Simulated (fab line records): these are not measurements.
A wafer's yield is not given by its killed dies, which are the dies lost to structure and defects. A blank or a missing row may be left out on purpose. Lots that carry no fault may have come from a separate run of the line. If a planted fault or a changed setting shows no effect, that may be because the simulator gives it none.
Matching of chambers || flow gf180mcu || GF_STI_CMP_25 on cmp-01 has 4 sister chambers
The step polishes, stops on Si3N4, t overpolish 33 s, target thk 524.6 nm. 8 wafers are shown with their chamber, then 6 later ones without.

WAFERS PAIRED WITH THEIR CHAMBERS
{"wafer": "L732.6", "chamber": 3, "motor current A (A)": 13.8, "edge zone pressure frac": 1.007}
{"wafer": "L734.3", "chamber": 3, "motor current A (A)": 14.0, "edge zone pressure frac": 1.008}
{"wafer": "L734.4", "chamber": 2, "motor current A (A)": 12.0, "edge zone pressure frac": 0.997}
{"wafer": "L739.2", "chamber": 0, "motor current A (A)": 12.4, "edge zone pressure frac": 0.997}
{"wafer": "L739.3", "chamber": 2, "motor current A (A)": 10.9, "edge zone pressure frac": 0.996}
{"wafer": "L739.4", "chamber": 1, "motor current A (A)": 9.6, "edge zone pressure frac": 0.996}
{"wafer": "L745.2", "chamber": 0, "motor current A (A)": 11.9, "edge zone pressure frac": 0.999}
{"wafer": "L745.4", "chamber": 1, "motor current A (A)": 9.7, "edge zone pressure frac": 0.997}

WAFERS WITH NO CHAMBER GIVEN
{"wafer": "L748.2", "motor current A (A)": 14.1, "edge zone pressure frac": 1.008}
{"wafer": "L748.3", "motor current A (A)": 9.7, "edge zone pressure frac": 0.995}
{"wafer": "L748.5", "motor current A (A)": 11.9, "edge zone pressure frac": 0.995}
{"wafer": "L751.1", "motor current A (A)": 9.4, "edge zone pressure frac": 0.987}
{"wafer": "L751.5", "motor current A (A)": 11.0, "edge zone pressure frac": 0.996}
{"wafer": "L751.6", "motor current A (A)": 13.6, "edge zone pressure frac": 0.994}

WHICH CHAMBER EACH ONE RAN IN
{"wafer": "L748.2", "from the rows above": 3, "in truth": 3}
{"wafer": "L748.3", "from the rows above": 1, "in truth": 1}
{"wafer": "L748.5", "from the rows above": "can't be placed: 2 or 0", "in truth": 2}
{"wafer": "L751.1", "from the rows above": "can't be placed: 1 or 2", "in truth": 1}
{"wafer": "L751.5", "from the rows above": "can't be placed: 2 or 1", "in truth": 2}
{"wafer": "L751.6", "from the rows above": "can't be placed: 0 or 2", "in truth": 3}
Correctly placed: 2 of 6. Unplaceable from these rows: 4, with the true chamber sitting among the candidates in 3. Wrongly placed: 0.
How it was worked out, from the rows above alone: a wafer's distance from a chamber is the root of the sum, over the readings, of the square of ((its reading less the chamber's mean) divided by the reading's scatter). If the next closest chamber is less than 2 further off than the closest, the wafer can't be placed; otherwise it belongs to the closest. Each chamber's mean is taken over the wafers shown for it. The scatter: take each reading less its chamber's mean, square it, sum over the shown wafers, divide by the number of wafers less the number of chambers, and take the root.
